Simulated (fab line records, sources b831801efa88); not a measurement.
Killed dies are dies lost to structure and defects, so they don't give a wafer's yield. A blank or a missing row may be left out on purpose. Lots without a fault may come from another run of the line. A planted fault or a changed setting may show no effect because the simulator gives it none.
Which tool did it? | flow gf180mcu | 12 lots, 35 wafers sampled, at 4 steps of a route of 602

WHAT THE GAUGES READ, wafer by wafer
GF_M3_CD_MEAS_14: target cd 280 nm.
lot  | measured     | on        | cd_nm (nm)
L516 | day 21 12:02 | cd_sem-02 | 280.4 278.6 280.1
L519 | day 23 01:21 | cd_sem-01 | 279.5 279.6 279.2
L520 | day 23 08:51 | cd_sem-01 | 279.9 278.0 278.9
L521 | day 23 14:31 | cd_sem-02 | 261.4 280.5
L522 | day 23 22:34 | cd_sem-01 | 260.0 258.8 278.5
L524 | day 24 17:58 | cd_sem-02 | 282.8 259.2 281.1
L533 | day 27 10:11 | cd_sem-01 | 280.4 280.0 281.1
L534 | day 27 17:19 | cd_sem-02 | 281.1 282.3 283.1
L535 | day 28 04:13 | cd_sem-02 | 280.4 281.8 280.6
L536 | day 28 11:41 | cd_sem-02 | 279.4 279.4 278.5
L537 | day 28 15:10 | cd_sem-02 | 279.6 278.9 278.5
L538 | day 28 18:52 | cd_sem-01 | 278.7 280.0 278.5

GF_V4_CD_MEAS_14: target cd 260 nm.
lot  | measured     | on        | cd_nm (nm)
L516 | day 24 13:43 | cd_sem-01 | 259.7 259.8 259.9
L519 | day 26 00:39 | cd_sem-02 | 257.4 258.2 258.2
L520 | day 26 06:31 | cd_sem-01 | 260.2 259.8 260.9
L521 | day 26 11:43 | cd_sem-01 | 261.3 262.1
L522 | day 26 18:29 | cd_sem-01 | 261.2 261.9 259.9
L524 | day 27 14:15 | cd_sem-01 | 260.4 259.6 259.7
L533 | day 30 01:13 | cd_sem-02 | 260.4 259.5 258.9
L534 | day 30 06:50 | cd_sem-01 | 260.3 261.4 260.5
L535 | day 30 17:20 | cd_sem-02 | 258.0 258.3 259.4
L536 | day 31 03:49 | cd_sem-01 | 257.6 259.6 258.3
L537 | day 31 03:11 | cd_sem-01 | 258.9 260.5 258.9
L538 | day 31 06:10 | cd_sem-01 | 260.4 257.8 258.2

WHICH TOOL RAN EACH LOT (tool, then ch and the chambers of the sampled wafers, then the start)
lot  | GF_M3_SPUTTER_01             | GF_M3_EXPOSE_11
L516 | pvd_sputter-01, day 20 12:26 | krf_scanner-02 ch 0, day 21 00:38
L519 | pvd_sputter-04, day 22 02:04 | krf_scanner-01 ch 0, day 22 14:05
L520 | pvd_sputter-04, day 22 09:35 | krf_scanner-01 ch 0, day 22 21:15
L521 | pvd_sputter-02, day 22 15:46 | krf_scanner-01 ch 0, day 23 03:38
L522 | pvd_sputter-01, day 23 00:26 | krf_scanner-01 ch 0, day 23 11:43
L524 | pvd_sputter-04, day 23 20:02 | krf_scanner-01 ch 0, day 24 07:29
L533 | pvd_sputter-01, day 26 14:16 | krf_scanner-01 ch 0, day 27 00:40
L534 | pvd_sputter-02, day 26 20:50 | krf_scanner-01 ch 0, day 27 07:07
L535 | pvd_sputter-02, day 27 07:47 | krf_scanner-02 ch 0, day 27 18:21
L536 | pvd_sputter-02, day 27 16:10 | krf_scanner-01 ch 0, day 28 02:17
L537 | pvd_sputter-02, day 27 19:44 | krf_scanner-02 ch 0, day 28 05:41
L538 | pvd_sputter-01, day 27 23:00 | krf_scanner-01 ch 0, day 28 09:18
- GF_M3_SPUTTER_01: material TiN, target thk 30 nm, time 25 s.
- GF_M3_EXPOSE_11: exposes mask Metal3, target cd 280 nm.

WHAT THE TOOLS THEMSELVES READ (means of the sampled wafers that have a number; where no wafer has one, the mark that the record gives instead)
GF_M3_SPUTTER_01.
lot  | tool           | throttle_valve_pct (%)
L516 | pvd_sputter-01 | 29.4
L519 | pvd_sputter-04 | 30.9
L520 | pvd_sputter-04 | 31.5
L521 | pvd_sputter-02 | 28.6
L522 | pvd_sputter-01 | 28.2
L524 | pvd_sputter-04 | 31.3
L533 | pvd_sputter-01 | 29.4
L534 | pvd_sputter-02 | 29.8
L535 | pvd_sputter-02 | 29.4
L536 | pvd_sputter-02 | 28.9
L537 | pvd_sputter-02 | 29.6
L538 | pvd_sputter-01 | 28.9

GF_M3_EXPOSE_11.
lot  | tool           | stage_vel_mm_s (mm/s)
L516 | krf_scanner-02 | 499.64
L519 | krf_scanner-01 | 499.81
L520 | krf_scanner-01 | 500.33
L521 | krf_scanner-01 | 500.19
L522 | krf_scanner-01 | 500.20
L524 | krf_scanner-01 | 499.74
L533 | krf_scanner-01 | 499.80
L534 | krf_scanner-01 | 499.94
L535 | krf_scanner-02 | 500.13
L536 | krf_scanner-01 | 499.40
L537 | krf_scanner-02 | 500.06
L538 | krf_scanner-01 | 500.04

THE ANSWER, worked out from the rows above alone
Rule: what is usual is taken from the lots themselves. Put in order of their means at a reading, lots are off if they are a third of the lots or fewer, leave a main group of 4 or more, and stand apart from it by a gap of 3 or more times the standard deviation of the main group's means; of several such gaps the widest counts. A main group whose means are all the same, to the digits that the tables above print for the reading, isn't used. A lot without any number at a reading at which 4 lots or more have one is off too. The other lots that the step has rows for count as sound. The gauges are gone through in route order, then the tools' own readings, and for those a lot's mean is taken as printed above. The first step at which some lot is off is used, and at that step the reading that is off furthest; a lot without a number counts as furthest.
Off: L521, L522, L524, at GF_M3_CD_MEAS_14 (cd_nm). The main group: mean 279.9 nm, standard deviation 1.
A tool fits if, at a process step before that reading, it ran every lot that is off, and no sound lot after the first of them. The gauges at GF_M3_CD_MEAS_14 are tried like those tools. None of those tried fits.

WHAT THE SIMULATOR HAD PUT IN
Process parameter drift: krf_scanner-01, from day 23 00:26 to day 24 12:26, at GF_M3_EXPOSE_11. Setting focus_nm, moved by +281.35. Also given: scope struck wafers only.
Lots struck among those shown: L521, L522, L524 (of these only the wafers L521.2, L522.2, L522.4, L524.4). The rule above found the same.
